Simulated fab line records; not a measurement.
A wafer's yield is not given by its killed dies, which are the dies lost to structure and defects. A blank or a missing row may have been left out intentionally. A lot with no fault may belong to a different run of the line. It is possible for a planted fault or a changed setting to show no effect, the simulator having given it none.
fab line records	flow sfqLine
[record] lots = 5	wafers = 23
route steps=325 shown M2@96 M3@119 I3@141 M4@155 I4@168 R5@218 C5@244 M6@251 I6@270
startH: the number of hours between the record's first day and the start of the first shown wafer of the lot	waitH: how many hours have passed since the lot's step before this one	" unchanged from the row above	L1.1+2: a single row standing in for several wafers	- value missing, or start not given	* or withheld: withheld	< > ~ a bound
route shown NAME@n: NAME is a module with steps in the file, n the number in the route of the first one	usual: mean/standard deviation taken from wafers without a fault	same: alike in all rows	chamber/n: place in a boat	sites: the reading at each site	_std_site: the standard deviation of these	_edge_site: outer sites' mean less inner sites'	radiusMm: how far each site lies from the wafer's centre	mask NAME#n: copy n	behind: the tool/chamber that last shaped the wafer	hold: why the lot was held/for how many hours/how that ended	device: whichever transistor did not switch (one of n, p or np)	end of line: at the end of the route, the tests of the same wafers	step lacking rows: just its recipe	killed: dies that structure and defects cost at the first sort, which is not the same as the wafer's yield	map: dies across one wafer; x = killed, . = not, _ = none there
set.NAME: the setting the step ran with; set.NAME@STEP: the setting that earlier step ran with	model.NAME: the simulator's own value behind a step, which no gauge read
lots with deliberately changed settings; one table per step, one row per wafer
[[steps]]
[step SFQ_TRILAYER_M2_LITHO_PEB_060]
[recipe] pebTempC = 115	pebTimeS = 60	resist = KrF
lot.wafer	tool	chamber	startH	waitH	set.pebTimeS
L074.4+5+6	lithoTrack-04	0	479.62	0.5	60
L077.1+5	lithoTrack-01	0	507.69	1.0	60
L077.3+4+6	"	0	"	"	51.42
L081.1+6	lithoTrack-04	0	547.29	1.0	60
L081.2+3+4	"	0	"	"	67.18
L084.1+3	lithoTrack-02	0	566.46	1.0	64.3
L084.2+5+6	"	0	"	"	60
L085.1+2+3	lithoTrack-02	0	578.46	1.0	64.95
L085.5+6	"	0	"	"	60
[step SFQ_TRILAYER_M2_LITHO_DEVELOP_059]
[recipe] timeS = 60	resist = KrF
[step SFQ_TRILAYER_M2_BARC_OPEN_METAL_ETCH_077]
[recipe] maskMaterial = PR	chemistry = O2	targetDepthNm = 125	target = BARC	icpW = 600	biasW = 77.42	pressureMtorr = 10	timeS = 41.7
lot.wafer	tool	chamber	startH	waitH	set.pebTimeS@TRILAYER_M2_LITHO_PEB_060	model.M2.cdNm
L074.4	rieMetal-02	1	479.94	0.1	60	500.2
L074.5	"	1	"	"	60	501.1
L074.6	"	1	"	"	60	500.6
L077.1	rieMetal-02	1	508.03	0.0	60	498.4
L077.3+6	"	0	"	"	51.42	523.3
L077.4	"	1	"	"	51.42	522.5
L077.5	"	1	"	"	60	499.8
L081.1	rieMetal-03	0	547.63	0.0	60	499.7
L081.2	"	0	"	"	67.18	483.8
L081.3	"	0	"	"	67.18	484.5
L081.4	"	0	"	"	67.18	484.4
L081.6	"	0	"	"	60	500.7
L084.1	rieMetal-02	0	566.80	0.0	64.3	491.3
L084.2+5	"	1,0	"	"	60	499.9
L084.3	"	1	"	"	64.3	489.6
L084.6	"	1	"	"	60	498.1
L085.1	rieMetal-01	1	578.80	0.0	64.95	490.1
L085.2	"	0	"	"	64.95	490.3
L085.3	"	0	"	"	64.95	489.6
L085.5	"	0	"	"	60	499.4
L085.6	"	1	"	"	60	502.3
[step SFQ_TRILAYER_M3_DEP_SPUTTER_073]
[recipe] material = Nb	basePressurePa = 1.33e-06	chamberPressurePa = 0.1333	substrateTempC = 20	resputterCathodeVoltageV = 400	targetThkNm = 200	powerW = 2000	timeS = 133.3
lot.wafer	tool	chamber	startH	waitH	set.powerW	model.Nb_of_TRILAYER_M3_DEP_SPUTTER_073.thkNm
L074.4	pvdSputter-05	-	559.36	0.0	2000	201.7
L074.5	"	-	"	"	2000	198.4
L074.6	"	-	"	"	2000	199.7
L077.1	pvdSputter-05	-	584.56	0.0	2000	197
L077.3	"	-	"	"	2213	221.3
L077.4	"	-	"	"	2000	195.2
L077.5	"	-	"	"	2213	218
L077.6	"	-	"	"	2213	216.8
L081.1	pvdSputter-05	-	629.06	0.0	2000	198
L081.2+3	"	-	"	"	2000	200.2
L081.4	"	-	"	"	2000	200.5
L081.6	"	-	"	"	2000	198.9
L084.1	pvdSputter-05	-	649.46	0.0	2000	201.6
L084.2	"	-	"	"	2000	199.6
L084.3	"	-	"	"	2000	201.5
L084.5	"	-	"	"	2000	202.2
L084.6	"	-	"	"	2000	201
L085.1	pvdSputter-03	-	660.16	0.0	2000	201.2
L085.2	"	-	"	"	2063	208.3
L085.3	"	-	"	"	2063	208.8
L085.5	"	-	"	"	2000	202.1
L085.6	"	-	"	"	2063	207
[step SFQ_M3_RS_MEAS_919]
[recipe] thkMeasGauge = four-point-probe	reads = Nb_of_TRILAYER_M3_DEP_SPUTTER_073
[usual] M3_NB_RS = 0.890/0.0097
lot.wafer	tool	chamber	startH	waitH	set.powerW@TRILAYER_M3_DEP_SPUTTER_073	M3_NB_RS[ohm/sq]
L074.4	filmMetro-03	-	559.51	0.1	2000	0.882
L074.5	"	-	"	"	2000	0.896
L074.6	"	-	"	"	2000	0.891
L077.1	filmMetro-03	-	584.65	0.0	2000	0.902
L077.3	"	-	"	"	2213	0.805
L077.4	"	-	"	"	2000	0.910
L077.5	"	-	"	"	2213	0.814
L077.6	"	-	"	"	2213	0.818
L081.1	filmMetro-01	-	629.15	0.0	2000	0.900
L081.2	"	-	"	"	2000	0.889
L081.3	"	-	"	"	2000	0.887
L081.4	"	-	"	"	2000	0.888
L081.6	"	-	"	"	2000	0.896
L084.1	filmMetro-04	-	649.55	0.0	2000	0.884
L084.2	"	-	"	"	2000	0.893
L084.3	"	-	"	"	2000	0.885
L084.5	"	-	"	"	2000	0.881
L084.6	"	-	"	"	2000	0.888
L085.1	filmMetro-04	-	660.25	0.0	2000	0.885
L085.2	"	-	"	"	2063	0.854
L085.3	"	-	"	"	2063	0.854
L085.5	"	-	"	"	2000	0.884
L085.6	"	-	"	"	2063	0.860
[step SFQ_TRILAYER_M3_ETCH_METAL_ETCH_078]
[recipe] target = Nb	stopOn = SiO2	maskMaterial = PR	chemistry = Cl2/Ar	targetDepthNm = 240	icpW = 600	biasW = 80	pressureMtorr = 10	timeS = 120
[usual] oesProductAu = 0.894/0.0076
lot.wafer	tool	chamber	startH	waitH	set.timeS	set.powerW@TRILAYER_M3_DEP_SPUTTER_073	oesProductAu	model.KrF_of_TRILAYER_M3_LITHO_COAT_075.thkNm
L074.4	rieMetal-02	0	624.60	0.1	120	2000	0.893	389.6
L074.5	"	1	"	"	120	2000	0.883	384.4
L074.6	"	0	"	"	120	2000	0.890	388.5
L077.1	rieMetal-04	1	646.16	0.0	120	2000	0.885	376.9
L077.3	"	1	"	"	120	2213	0.954	-
L077.4	"	0	"	"	120	2000	0.881	385.5
L077.5	"	0	"	"	125	2213	0.939	-
L077.6	"	1	"	"	125	2213	0.939	-
L081.1	rieMetal-04	1	692.24	0.0	132.1	2000	0.887	363.4
L081.2	"	0	"	"	132.1	2000	0.879	367.1
L081.3	"	1	"	"	120	2000	0.900	380.5
L081.4	"	0	"	"	120	2000	0.897	382.8
L081.6	"	1	"	"	120	2000	0.894	380.3
L084.1	rieMetal-01	0	704.24	0.0	120	2000	0.891	380.9
L084.2	"	1	"	"	132	2000	0.883	368.3
L084.3	"	1	"	"	120	2000	0.894	381.8
L084.5	"	0	"	"	132	2000	0.895	367
L084.6	"	1	"	"	120	2000	0.900	385.1
L085.1	rieMetal-01	1	711.44	0.0	120	2000	0.899	381.8
L085.2	"	0	"	"	132.9	2063	0.904	364.1
L085.3	"	1	"	"	132.9	2063	0.908	367.7
L085.5	"	0	"	"	120	2000	0.900	379.3
L085.6	"	1	"	"	120	2063	0.916	382.4
[step SFQ_TRILAYER_I3_VIA_LITHO_PEB_088]
[recipe] pebTempC = 115	pebTimeS = 60	resist = KrF
lot.wafer	tool	chamber	startH	waitH	set.pebTempC
L074.4+5+6	lithoTrack-02	0	757.36	0.5	115
L077.1+4+5	lithoTrack-03	0	784.89	1.0	115
L077.3+6	"	0	"	"	118.5
L081.1+2+3+4+6	lithoTrack-02	0	838.81	1.0	115
L084.1+5+6	lithoTrack-02	0	852.01	1.0	115
L084.2+3	"	0	"	"	113.2
L085.1+2+5	lithoTrack-02	0	858.01	1.0	117.3
L085.3+6	"	0	"	"	115
[step SFQ_TRILAYER_I3_VIA_BARC_OPEN_VIA_ETCH_121]
[recipe] maskMaterial = PR	chemistry = O2	targetDepthNm = 125	target = BARC	sourceW = 500	biasW = 80	pressureMtorr = 30	timeS = 41.7
[usual] oesProductAu = 0.685/0.0047
lot.wafer	tool	chamber	startH	waitH	set.timeS	set.pebTempC@TRILAYER_I3_VIA_LITHO_PEB_088	oesProductAu	model.I3.cdNm	model.KrF_of_TRILAYER_I3_VIA_LITHO_COAT_085.thkNm
L074.4	rieDiel-03	1	757.64	0.0	41.7	115	0.687	497.8	578.1
L074.5	"	2	"	"	41.7	115	0.699	500.6	580.6
L074.6	"	0	"	"	41.7	115	0.682	499.4	579.4
L077.1	rieDiel-02	3	785.22	0.0	38.37	115	0.708	500.6	581.2
L077.3	"	2	"	"	38.37	118.5	0.709	555.4	582.5
L077.4	"	3	"	"	41.7	115	0.685	501.2	579.8
L077.5	"	0	"	"	38.37	115	0.708	499.7	584.9
L077.6	"	2	"	"	41.7	118.5	0.686	556.1	577
L081.1	rieDiel-04	3	839.15	0.0	35.57	115	0.746	498.3	586
L081.2	"	1	"	"	41.7	115	0.674	502	575.5
L081.3	"	0	"	"	41.7	115	0.686	501.4	578.3
L081.4	"	1	"	"	35.57	115	0.738	500.2	584.1
L081.6	"	0	"	"	41.7	115	0.680	500.6	576.7
L084.1	rieDiel-04	0	852.35	0.0	41.7	115	0.696	501.1	578.6
L084.2	"	3	"	"	41.7	113.2	0.685	465.6	577.4
L084.3	"	2	"	"	41.7	113.2	0.691	465.2	574.9
L084.5	"	3	"	"	41.7	115	0.693	498.4	577.4
L084.6	"	0	"	"	41.7	115	0.685	500.3	578.3
L085.1	rieDiel-04	2	858.35	0.0	37.74	117.3	0.716	537.6	584.9
L085.2	"	0	"	"	41.7	117.3	0.688	538.9	578
L085.3	"	3	"	"	37.74	115	0.721	499.2	584
L085.5	"	2	"	"	41.7	117.3	0.676	537.5	579.6
L085.6	"	3	"	"	41.7	115	0.692	498.4	576.8
[step SFQ_TRILAYER_I3_VIA_ETCH_VIA_ETCH_088]
[recipe] target = SiO2	stopOn = Nb	maskMaterial = PR	taperDeg = 20	chemistry = CHF3	targetDepthNm = 260	sourceW = 500	biasW = 80	pressureMtorr = 30	timeS = withheld
lot.wafer	tool	chamber	startH	waitH	set.timeS@TRILAYER_I3_VIA_BARC_OPEN_VIA_ETCH_121	model.KrF_of_TRILAYER_I3_VIA_LITHO_COAT_085.thkNm
L074.4	rieDiel-03	1	757.72	0.1	*	533.3
L074.5	"	2	"	"	*	535.7
L074.6	"	0	"	"	*	535.1
L077.1	rieDiel-02	3	785.26	0.0	*	536
L077.3	"	2	"	"	*	536.9
L077.4	"	3	"	"	*	535
L077.5	"	0	"	"	*	541.5
L077.6	"	2	"	"	*	531.6
L081.1	rieDiel-04	3	839.19	0.0	*	541.3
L081.2	"	1	"	"	*	530.9
L081.3	"	0	"	"	*	534.5
L081.4	"	1	"	"	*	539.4
L081.6	"	0	"	"	*	532.5
L084.1	rieDiel-04	0	852.39	0.0	*	534.5
L084.2	"	3	"	"	*	532.6
L084.3	"	2	"	"	*	530
L084.5	"	3	"	"	*	532.7
L084.6	"	0	"	"	*	534.4
L085.1	rieDiel-04	2	858.39	0.0	*	540.6
L085.2	"	0	"	"	*	534.2
L085.3	"	3	"	"	*	539.6
L085.5	"	2	"	"	*	535.3
L085.6	"	3	"	"	*	532.4
[step SFQ_TRILAYER_M4_LITHO_EXPOSE_094]
[recipe] maskId = M4	na = 0.6	sourceShape = conventional	sigmaOuter = 0.65	targetCdNm = 500	doseMj = 14.4
lot.wafer	tool	chamber	startH	waitH	mask	set.doseMj
L074.4+5+6	krfScanner-02	0	876.61	-	M4#0	14.4
L077.1+3+6	krfScanner-02	0	909.41	-	M4#0	13.39
L077.4+5	"	0	"	"	M4#0	14.4
L081.1+6	krfScanner-02	0	958.16	-	M4#0	13.71
L081.2+3+4	"	0	"	"	M4#0	14.4
L084.1+3+5	krfScanner-02	0	970.54	-	M4#0	14.4
L084.2+6	"	0	"	"	M4#0	14.91
L085.1+3+6	krfScanner-02	0	981.36	-	M4#0	13.48
L085.2+5	"	0	"	"	M4#0	14.4
[step SFQ_TRILAYER_M4_LITHO_PEB_096]
[recipe] pebTempC = 115	pebTimeS = 60	resist = KrF
[step SFQ_TRILAYER_M4_LITHO_DEVELOP_095]
[recipe] timeS = 60	resist = KrF
[step SFQ_TRILAYER_M4_BARC_OPEN_METAL_ETCH_123]
[recipe] maskMaterial = PR	chemistry = O2	targetDepthNm = 125	target = BARC	icpW = 600	biasW = 80	pressureMtorr = 10.38	timeS = 41.7
lot.wafer	tool	chamber	startH	waitH	set.doseMj@TRILAYER_M4_LITHO_EXPOSE_094	model.M4.cdNm
L074.4+5	rieMetal-03	0	877.57	0.0	14.4	497.8
L074.6	"	1	"	"	14.4	498.8
L077.1	rieMetal-03	0	910.95	0.0	13.39	509.3
L077.3	"	1	"	"	13.39	509.7
L077.4	"	0	"	"	14.4	498.7
L077.5	"	0	"	"	14.4	498.4
L077.6	"	1	"	"	13.39	510.8
L081.1	rieMetal-02	1	959.70	0.0	13.71	507.3
L081.2	"	0	"	"	14.4	499.5
L081.3	"	0	"	"	14.4	500.9
L081.4	"	1	"	"	14.4	499.6
L081.6	"	1	"	"	13.71	509.2
L084.1	rieMetal-03	0	972.08	0.0	14.4	499.4
L084.2	"	1	"	"	14.91	492.9
L084.3	"	0	"	"	14.4	498
L084.5	"	1	"	"	14.4	498.2
L084.6	"	0	"	"	14.91	492.3
L085.1	rieMetal-01	1	982.90	0.0	13.48	508.6
L085.2	"	1	"	"	14.4	497.9
L085.3	"	1	"	"	13.48	509.6
L085.5	"	1	"	"	14.4	499.1
L085.6	"	1	"	"	13.48	510
[step SFQ_TRILAYER_M4_ETCH_METAL_ETCH_096]
[recipe] target = Nb	stopOn = SiO2	maskMaterial = PR	chemistry = Cl2/Ar	targetDepthNm = 240	icpW = 600	biasW = 80	pressureMtorr = 10	timeS = 120
lot.wafer	tool	chamber	startH	waitH	set.doseMj@TRILAYER_M4_LITHO_EXPOSE_094	model.M4.cdNm
L074.4	rieMetal-03	0	877.65	0.1	14.4	496.4
L074.5	"	0	"	"	14.4	497
L074.6	"	1	"	"	14.4	498.4
L077.1	rieMetal-03	0	911.01	0.0	13.39	509.3
L077.3	"	1	"	"	13.39	510.2
L077.4	"	0	"	"	14.4	499.3
L077.5	"	0	"	"	14.4	499.2
L077.6	"	1	"	"	13.39	511.2
L081.1	rieMetal-02	1	959.76	0.0	13.71	505.5
L081.2	"	0	"	"	14.4	499.6
L081.3	"	0	"	"	14.4	500.3
L081.4	"	1	"	"	14.4	497.9
L081.6	"	1	"	"	13.71	507.5
L084.1	rieMetal-03	0	972.14	0.0	14.4	499.8
L084.2	"	1	"	"	14.91	493.8
L084.3	"	0	"	"	14.4	498.4
L084.5	"	1	"	"	14.4	498.7
L084.6	"	0	"	"	14.91	492.1
L085.1	rieMetal-01	1	983.02	0.1	13.48	509.4
L085.2	"	1	"	"	14.4	499.2
L085.3	"	1	"	"	13.48	510.4
L085.5	"	1	"	"	14.4	501.2
L085.6	"	1	"	"	13.48	511.5
[step SFQ_TRILAYER_I4_VIA_LITHO_COAT_103]
[recipe] resist = KrF	spinRpm = 3000	resistThkNm = 650
lot.wafer	tool	chamber	startH	waitH	set.spinRpm	model.KrF_of_TRILAYER_I4_VIA_LITHO_COAT_103.thkNm
L074.4	lithoTrack-02	0	924.64	0.2	3000	651.4
L074.5	"	0	"	"	3000	649.3
L074.6	"	0	"	"	3000	651.1
L077.1	lithoTrack-03	0	957.49	0.2	3124	637
L077.3	"	0	"	"	3000	649.8
L077.4	"	0	"	"	3124	639.8
L077.5	"	0	"	"	3000	651.4
L077.6	"	0	"	"	3000	650
L081.1	lithoTrack-04	0	1008.49	0.2	3000	652.4
L081.2	"	0	"	"	3000	652.9
L081.3	"	0	"	"	3000	653.7
L081.4	"	0	"	"	3000	652.8
L081.6	"	0	"	"	3000	651.5
L084.1	lithoTrack-02	0	1017.49	0.2	3137	637.6
L084.2	"	0	"	"	3000	650.9
L084.3	"	0	"	"	3137	636.4
L084.5	"	0	"	"	3000	653.1
L084.6	"	0	"	"	3000	652.1
L085.1	lithoTrack-04	0	1026.77	0.2	2817	671.5
L085.2	"	0	"	"	3000	653
L085.3	"	0	"	"	3000	649.1
L085.5	"	0	"	"	3000	651.3
L085.6	"	0	"	"	2817	669.8
[step SFQ_TRILAYER_R5_LITHO_COAT_136]
[recipe] resist = KrF	spinRpm = 3000	resistThkNm = 600
lot.wafer	tool	chamber	startH	waitH	set.spinRpm	model.KrF_of_TRILAYER_R5_LITHO_COAT_136.thkNm
L074.4	lithoTrack-04	0	1145.19	0.2	3000	601.5
L074.5	"	0	"	"	3000	602.8
L074.6	"	0	"	"	3000	602.7
L077.1	lithoTrack-01	0	1163.92	0.2	3149	586.7
L077.3	"	0	"	"	3000	598.5
L077.4	"	0	"	"	3000	600.5
L077.5	"	0	"	"	3000	601.3
L077.6	"	0	"	"	3149	585.3
L081.1	lithoTrack-01	0	1198.03	0.2	3000	601.6
L081.2	"	0	"	"	2783	625.5
L081.3	"	0	"	"	3000	600.3
L081.4	"	0	"	"	3000	600.7
L081.6	"	0	"	"	2783	622.6
L084.1	lithoTrack-04	0	1219.03	0.2	3000	600.1
L084.2	"	0	"	"	3222	578.5
L084.3	"	0	"	"	3000	599.8
L084.5	"	0	"	"	3222	578.8
L084.6	"	0	"	"	3000	600.8
L085.1	lithoTrack-01	0	1229.92	0.2	3000	598.8
L085.2	"	0	"	"	3000	598.9
L085.3	"	0	"	"	3000	597.2
L085.5	"	0	"	"	3000	597.6
L085.6	"	0	"	"	3000	599
[step SFQ_TRILAYER_C5_LITHO_PEB_154]
[recipe] pebTempC = 115	pebTimeS = 60	resist = KrF
lot.wafer	tool	chamber	startH	waitH	set.pebTempC
L074.4+5+6	lithoTrack-01	0	1342.49	0.5	115
L077.1+5+6	lithoTrack-03	0	1366.42	1.0	115
L077.3+4	"	0	"	"	116.9
L081.1+3	lithoTrack-04	0	1412.02	1.0	115
L081.2+4+6	"	0	"	"	116.9
L084.1+3+5	lithoTrack-03	0	1433.62	1.0	118.7
L084.2+6	"	0	"	"	115
L085.1+3+5	lithoTrack-04	0	1443.22	1.0	112.1
L085.2+6	"	0	"	"	115
[step SFQ_TRILAYER_C5_LITHO_DEVELOP_153]
[recipe] timeS = 60	resist = KrF
[step SFQ_TRILAYER_C5_BARC_OPEN_VIA_ETCH_210]
[recipe] maskMaterial = PR	chemistry = O2	targetDepthNm = 125	target = BARC	sourceW = 500	biasW = 80	pressureMtorr = 30	timeS = 41.7
lot.wafer	tool	chamber	startH	waitH	set.pebTempC@TRILAYER_C5_LITHO_PEB_154	model.C5.cdNm
L074.4	rieDiel-03	2	1342.75	0.0	115	495.4
L074.5	"	0	"	"	115	494.5
L074.6	"	3	"	"	115	495.2
L077.1	rieDiel-01	0	1366.75	0.0	115	496.2
L077.3	"	1	"	"	116.9	525.8
L077.4	"	2	"	"	116.9	526.1
L077.5	"	2	"	"	115	494.4
L077.6	"	3	"	"	115	497.1
L081.1	rieDiel-03	1	1412.35	0.0	115	498.5
L081.2	"	0	"	"	116.9	529.6
L081.3	"	2	"	"	115	498.2
L081.4	"	3	"	"	116.9	528.8
L081.6	"	1	"	"	116.9	528.5
L084.1+3	rieDiel-02	2,3	1433.95	0.0	118.7	553.3
L084.2	"	0	"	"	115	495.3
L084.5	"	1	"	"	118.7	553.7
L084.6	"	0	"	"	115	494.8
L085.1	rieDiel-02	1	1443.55	0.0	112.1	436.7
L085.2	"	2	"	"	115	496.5
L085.3	"	3	"	"	112.1	435.4
L085.5	"	2	"	"	112.1	436.4
L085.6	"	3	"	"	115	495.5
[step SFQ_TRILAYER_C5_ETCH_VIA_ETCH_154]
[recipe] target = SiO2	maskMaterial = PR	chemistry = CHF3	targetDepthNm = 84	sourceW = 500	biasW = 80	pressureMtorr = 30	timeS = withheld	stopOn = Nb
lot.wafer	tool	chamber	startH	waitH	set.sourceW
L074.4+5+6	rieDiel-03	2,0,3	1342.79	0.0	500
L077.1+3+5	rieDiel-01	0,1,2	1366.79	0.0	539.4
L077.4+6	"	2,3	"	"	500
L081.1+3+6	rieDiel-03	1,2,1	1412.39	0.0	500
L081.2+4	"	0,3	"	"	469.2
L084.1+2+5	rieDiel-02	2,0,1	1433.99	0.0	500
L084.3+6	"	3,0	"	"	468.8
L085.1+2+3+5+6	rieDiel-02	1,2,3,2,3	1443.59	0.0	500
[step SFQ_TRILAYER_M6_DEP_PRE_CLEAN_158]
[recipe] gas = Ar	timeS = 22.5	biasV = 250
lot.wafer	tool	chamber	startH	waitH	set.biasV
L074.4+5+6	pvdSputter-03	-	1343.62	0.0	250
L077.1+3+4	pvdSputter-06	-	1367.62	0.0	268.7
L077.5+6	"	-	"	"	250
L081.1+2	pvdSputter-06	-	1413.82	0.0	250
L081.3+4+6	"	-	"	"	240.9
L084.1+3	pvdSputter-03	-	1434.82	0.0	250
L084.2+5+6	"	-	"	"	260.1
L085.1+3+6	pvdSputter-05	-	1444.42	0.0	250
L085.2+5	"	-	"	"	259.5
[step SFQ_TRILAYER_I6_VIA_LITHO_COAT_174]
[recipe] resist = BARC	spinRpm = 3000	resistThkNm = 62
lot.wafer	tool	chamber	startH	waitH	set.spinRpm	model.BARC_of_TRILAYER_I6_VIA_LITHO_COAT_174.thkNm
L074.4	lithoTrack-02	0	1420.22	0.6	3000	62.06
L074.5	"	0	"	"	3000	61.91
L074.6	"	0	"	"	3000	61.89
L077.1	lithoTrack-04	0	1463.81	1.0	3000	61.73
L077.3	"	0	"	"	3084	60.88
L077.4	"	0	"	"	3000	61.81
L077.5	"	0	"	"	3000	62.01
L077.6	"	0	"	"	3084	60.68
L081.1	lithoTrack-01	0	1508.38	1.0	3176	60.17
L081.2	"	0	"	"	3000	61.89
L081.3	"	0	"	"	3176	60.4
L081.4	"	0	"	"	3000	61.9
L081.6	"	0	"	"	3000	62.05
L084.1	lithoTrack-02	0	1523.84	1.0	3170	60.04
L084.2	"	0	"	"	3000	61.68
L084.3	"	0	"	"	3000	61.5
L084.5	"	0	"	"	3170	59.96
L084.6	"	0	"	"	3170	59.97
L085.1	lithoTrack-02	0	1526.84	1.0	3000	62
L085.2	"	0	"	"	3000	61.94
L085.3+5	"	0	"	"	3000	62.04
L085.6	"	0	"	"	3000	62.01
[[key]]
[split] step = SFQ_TRILAYER_M2_LITHO_PEB_060	setting = pebTimeS	stated = 60	by = wafer
[response] step = SFQ_TRILAYER_M2_BARC_OPEN_METAL_ETCH_077	reading = model.M2.cdNm	change = -1.47	per = 1%	r = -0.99
[split] step = SFQ_TRILAYER_M3_DEP_SPUTTER_073	setting = powerW	stated = 2000	by = wafer
[response] step = SFQ_TRILAYER_M3_DEP_SPUTTER_073	reading = model.Nb_of_TRILAYER_M3_DEP_SPUTTER_073.thkNm	change = +2.11	per = 1%	r = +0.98
[response] step = SFQ_M3_RS_MEAS_919	reading = M3_NB_RS	change = -0.00886	per = 1%	r = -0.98
[response] step = SFQ_TRILAYER_M3_ETCH_METAL_ETCH_078	reading = oesProductAu	change = +0.00555	per = 1%	r = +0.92
[split] step = SFQ_TRILAYER_M3_ETCH_METAL_ETCH_078	setting = timeS	stated = 120	by = wafer
[response] step = SFQ_TRILAYER_M3_ETCH_METAL_ETCH_078	reading = model.KrF_of_TRILAYER_M3_LITHO_COAT_075.thkNm	change = -1.49	per = 1%	r = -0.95
[split] step = SFQ_TRILAYER_I3_VIA_LITHO_PEB_088	setting = pebTempC	stated = 115	by = wafer
[response] step = SFQ_TRILAYER_I3_VIA_BARC_OPEN_VIA_ETCH_121	reading = model.I3.cdNm	change = +19.1	per = 1%	r = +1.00
[split] step = SFQ_TRILAYER_I3_VIA_BARC_OPEN_VIA_ETCH_121	setting = timeS	stated = 41.7	by = wafer
[response] step = SFQ_TRILAYER_I3_VIA_BARC_OPEN_VIA_ETCH_121	reading = oesProductAu	change = -0.00383	per = 1%	r = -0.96
[response] step = SFQ_TRILAYER_I3_VIA_BARC_OPEN_VIA_ETCH_121	reading = model.KrF_of_TRILAYER_I3_VIA_LITHO_COAT_085.thkNm	change = -0.583	per = 1%	r = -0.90
[response] step = SFQ_TRILAYER_I3_VIA_ETCH_VIA_ETCH_088	reading = model.KrF_of_TRILAYER_I3_VIA_LITHO_COAT_085.thkNm	change = -0.568	per = 1%	r = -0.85
[split] step = SFQ_TRILAYER_M4_LITHO_EXPOSE_094	setting = doseMj	stated = 14.4	by = wafer
[response] step = SFQ_TRILAYER_M4_BARC_OPEN_METAL_ETCH_123	reading = model.M4.cdNm	change = -1.68	per = 1%	r = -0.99
[response] step = SFQ_TRILAYER_M4_ETCH_METAL_ETCH_096	reading = model.M4.cdNm	change = -1.58	per = 1%	r = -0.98
[split] step = SFQ_TRILAYER_I4_VIA_LITHO_COAT_103	setting = spinRpm	stated = 3000	by = wafer
[response] step = SFQ_TRILAYER_I4_VIA_LITHO_COAT_103	reading = model.KrF_of_TRILAYER_I4_VIA_LITHO_COAT_103.thkNm	change = -3.16	per = 1%	r = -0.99
[split] step = SFQ_TRILAYER_R5_LITHO_COAT_136	setting = spinRpm	stated = 3000	by = wafer
[response] step = SFQ_TRILAYER_R5_LITHO_COAT_136	reading = model.KrF_of_TRILAYER_R5_LITHO_COAT_136.thkNm	change = -3.01	per = 1%	r = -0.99
[split] step = SFQ_TRILAYER_C5_LITHO_PEB_154	setting = pebTempC	stated = 115	by = wafer
[response] step = SFQ_TRILAYER_C5_BARC_OPEN_VIA_ETCH_210	reading = model.C5.cdNm	change = +19.8	per = 1%	r = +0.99
[split] step = SFQ_TRILAYER_C5_ETCH_VIA_ETCH_154	setting = sourceW	stated = 500	by = wafer
response none in this file
[split] step = SFQ_TRILAYER_M6_DEP_PRE_CLEAN_158	setting = biasV	stated = 250	by = wafer
response none in this file
[split] step = SFQ_TRILAYER_I6_VIA_LITHO_COAT_174	setting = spinRpm	stated = 3000	by = wafer
[response] step = SFQ_TRILAYER_I6_VIA_LITHO_COAT_174	reading = model.BARC_of_TRILAYER_I6_VIA_LITHO_COAT_174.thkNm	change = -0.293	per = 1%	r = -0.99
